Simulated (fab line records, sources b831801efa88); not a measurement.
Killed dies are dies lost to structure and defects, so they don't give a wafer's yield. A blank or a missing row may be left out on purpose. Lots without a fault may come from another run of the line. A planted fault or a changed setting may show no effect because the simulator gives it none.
Which tool did it? | flow gf180mcu | 14 lots, 42 wafers sampled, at 5 steps of a route of 602

WHAT THE GAUGES READ, wafer by wafer
GF_VT_IMPLANT_OVL_MEAS_18. Usual: VT_IMPLANT_01_OVL 1.1 nm, standard deviation 1.1.
lot  | measured     | on         | VT_IMPLANT_01_OVL (nm) | flag
L353 | day 6 07:28  | overlay-01 | 0.2 -1.7 0.9           |
L355 | day 6 17:43  | overlay-02 | -0.6 0.0 -1.0          |
L356 | day 7 00:28  | overlay-01 | 0.8 1.4 0.5            |
L357 | day 7 07:31  | overlay-01 | 1.3 0.8 0.0            |
L358 | day 7 16:16  | overlay-01 | 1.5 3.3 2.0            |
L359 | day 7 21:47  | overlay-01 | 0.4 2.5 0.2            |
L360 | day 8 01:31  | overlay-02 | 2.5 2.4 2.4            |
L361 | day 8 07:34  | overlay-02 | 0.4 1.8 1.3            |
L362 | day 8 14:01  | overlay-01 | 1.7 1.4 3.0            |
L363 | day 8 23:35  | overlay-02 | 1.8 1.5 1.6            |
L369 | day 10 07:13 | overlay-01 | -0.3 0.3 1.7           |
L370 | day 10 16:16 | overlay-01 | 1.5 1.3 0.0            |
L373 | day 11 12:34 | overlay-02 | 1.2 1.4 1.4            |
L375 | day 11 22:58 | overlay-02 | 1.7 3.2 1.0            |

GF_DUAL_GATE_OVL_MEAS_11. Usual: DUAL_GATE_OVL -0.1 nm, standard deviation 1.4.
lot  | measured     | on         | DUAL_GATE_OVL (nm) | flag
L353 | day 8 07:55  | overlay-01 | -1.1 -0.2 -0.5     |
L355 | day 8 20:53  | overlay-02 | 1.5 0.5 -0.5       |
L356 | day 9 03:16  | overlay-01 | 1.5 1.7 2.1        |
L357 | day 9 09:55  | overlay-02 | 0.6 -1.5 -1.9      |
L358 | day 9 20:46  | overlay-01 | -0.2 0.1 -0.8      |
L359 | day 10 02:31 | overlay-02 | 0.1 -1.0 0.9       |
L360 | day 10 06:13 | overlay-02 | -0.8 1.1 -1.9      |
L361 | day 10 14:04 | overlay-02 | -0.4 0.0 -0.9      |
L362 | day 10 21:46 | overlay-02 | -1.1 0.2 -0.7      |
L363 | day 11 06:37 | overlay-01 | -1.2 1.6 -0.2      |
L369 | day 12 19:10 | overlay-01 | 3.3 1.9 1.1        |
L370 | day 13 03:52 | overlay-01 | -2.1 -3.1 -2.3     |
L373 | day 14 00:54 | overlay-02 | -2.2 -0.3 0.0      |
L375 | day 14 11:55 | overlay-02 | 0.8 1.5 -0.1       |

GF_HV_LDD_TW_MEAS_23. Usual: HV_LDD_2_TW 1055, standard deviation 12.
lot  | measured     | on            | HV_LDD_2_TW    | flag
L353 | day 10 18:11 | film_metro-03 | 1046 1053 1055 |
L355 | day 11 07:11 | film_metro-02 | 1046 1046 1044 |
L356 | day 11 15:47 | film_metro-02 | 1048 1047 1049 |
L357 | day 11 23:20 | film_metro-02 | 1047 1049 1047 |
L358 | day 12 09:28 | film_metro-04 | 1073 1073 1076 |
L359 | day 12 16:47 | film_metro-04 | 1074 1072 1071 |
L360 | day 12 20:31 | film_metro-03 | 1042 1041 1047 |
L361 | day 13 04:34 | film_metro-04 | 1071 1071 1065 |
L362 | day 13 12:46 | film_metro-02 | 1044 1040 1039 |
L363 | day 14 00:32 | film_metro-04 | 1077 1071 1079 |
L369 | day 15 15:49 | film_metro-03 | 1100 1099 1094 | OFF
L370 | day 15 23:25 | film_metro-03 | 1095 1099 1101 | OFF
L373 | day 17 14:07 | film_metro-04 | 1075 1069 1076 |
L375 | day 17 14:16 | film_metro-04 | 1072 1070 1071 |

GF_HV_LDD_CD_MEAS_31: target cd 400 nm. Usual: cd_nm 400.5 nm, standard deviation 2.5.
lot  | measured     | on        | cd_nm (nm)        | flag
L353 | day 11 12:38 | cd_sem-01 | 399.4 400.6 396.8 |
L355 | day 12 02:08 | cd_sem-02 | 402.9 402.3 403.1 |
L356 | day 12 10:34 | cd_sem-02 | 401.2 401.7 403.3 |
L357 | day 12 18:17 | cd_sem-01 | 404.4 405.5 401.5 |
L358 | day 13 04:46 | cd_sem-02 | 395.3 395.1 395.8 |
L359 | day 13 12:41 | cd_sem-01 | 399.0 397.1 398.1 |
L360 | day 13 16:31 | cd_sem-02 | 402.7 403.3 402.1 |
L361 | day 14 00:46 | cd_sem-02 | 398.4 399.7 401.1 |
L362 | day 14 09:49 | cd_sem-01 | 399.8 399.8 396.9 |
L363 | day 14 20:49 | cd_sem-01 | 403.1 402.5 402.5 |
L369 | day 16 11:43 | cd_sem-01 | 402.6 403.2 401.9 |
L370 | day 16 21:55 | cd_sem-02 | 401.2 402.9 403.9 |
L373 | day 18 13:25 | cd_sem-01 | 403.5 403.7 405.3 |
L375 | day 18 13:43 | cd_sem-01 | 401.7 403.6 402.1 |

WHICH TOOL RAN EACH LOT (tool, then ch and the chambers of the sampled wafers, then the start)
lot  | GF_HV_LDD_IMPLANT_21
L353 | implanter-02 ch 0, day 10 17:56
L355 | implanter-03 ch 0, day 11 06:57
L356 | implanter-04 ch 0, day 11 15:32
L357 | implanter-02 ch 0, day 11 23:06
L358 | implanter-04 ch 0, day 12 09:13
L359 | implanter-03 ch 0, day 12 16:34
L360 | implanter-03 ch 0, day 12 20:16
L361 | implanter-02 ch 0, day 13 04:19
L362 | implanter-03 ch 0, day 13 12:31
L363 | implanter-02 ch 0, day 14 00:19
L369 | implanter-03 ch 0, day 15 15:34
L370 | implanter-03 ch 0, day 15 23:10
L373 | implanter-02 ch 0, day 17 13:52
L375 | implanter-02 ch 0, day 17 14:01
- GF_HV_LDD_IMPLANT_21

WHAT THE TOOLS THEMSELVES READ (means of the sampled wafers that have a number; where no wafer has one, the mark that the record gives instead)
GF_HV_LDD_IMPLANT_21. Usual: beam_on_s 9.98 s, standard deviation 0.19; end_station_pressure_torr 5.23e-06 Torr, standard deviation 2.5e-07; faraday_current_uA 282, standard deviation 5.5.
lot  | tool         | beam_on_s (s) | end_station_pressure_torr (Torr) | faraday_current_uA | flag
L353 | implanter-02 | 10.08         | 5.11e-06                         | 280                |
L355 | implanter-03 | 10.20         | 5.07e-06                         | 276                |
L356 | implanter-04 | 9.91          | 5.05e-06                         | 285                |
L357 | implanter-02 | 10.11         | 5.26e-06                         | 279                |
L358 | implanter-04 | 9.91          | 5.43e-06                         | 285                |
L359 | implanter-03 | 10.12         | 5.41e-06                         | 279                |
L360 | implanter-03 | 9.90          | 4.96e-06                         | 285                |
L361 | implanter-02 | 10.07         | 5.19e-06                         | 280                |
L362 | implanter-03 | 9.92          | 5.31e-06                         | 285                |
L363 | implanter-02 | 10.06         | 5.45e-06                         | 279                |
L369 | implanter-03 | 11.29         | 5.91e-05                         | 253                | OFF
L370 | implanter-03 | 11.39         | 6.07e-05                         | 250                | OFF
L373 | implanter-02 | 10.00         | 5.37e-06                         | 282                |
L375 | implanter-02 | 9.95          | 5.06e-06                         | 283                |

THE ANSWER, worked out from the rows above alone
Rule: a lot is off if the mean of its wafers that have a number lies more than 3 standard deviations from the usual mean. A lot without any number at a reading at which 4 lots or more have one is off too. The other lots that the step has rows for count as sound. The gauges are gone through in route order, then the tools' own readings, and for those a lot's mean is taken as printed above. The first step at which some lot is off is used, and at that step the reading that is off furthest; a lot without a number counts as furthest.
Off: L369, L370, at GF_HV_LDD_TW_MEAS_23 (HV_LDD_2_TW).
A tool fits if, at a process step before that reading, it ran every lot that is off, and no sound lot after the first of them. The gauges at GF_HV_LDD_TW_MEAS_23 aren't tried: what is off there is off at GF_HV_LDD_IMPLANT_21 too, on other tools, and a gauge's error can't cause that. One fits: implanter-03 at GF_HV_LDD_IMPLANT_21. Its last sound lot is L362 (day 13 12:31), its first lot that is off L369 (day 15 15:34): a fault that began between those two fits.
The tool's own readings at GF_HV_LDD_IMPLANT_21 bear it out: on the lots that are off they differ by more than 5 times the standard deviation of the sound lots' means. beam_on_s reads 11.34 s there against 10.02 s on the sound lots; end_station_pressure_torr reads 5.99e-05 Torr there against 5.22e-06 Torr on the sound lots; faraday_current_uA reads 252 there against 282 on the sound lots.

WHAT THE SIMULATOR HAD PUT IN
Process parameter drift: implanter-03, from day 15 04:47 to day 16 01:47, at GF_HV_LDD_IMPLANT_21. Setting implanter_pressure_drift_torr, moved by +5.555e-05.
Process parameter drift: implanter-03, from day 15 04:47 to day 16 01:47, at GF_HV_LDD_IMPLANT_21. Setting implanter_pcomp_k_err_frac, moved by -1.
Lots struck among those shown: L369, L370. The rule above found the same.
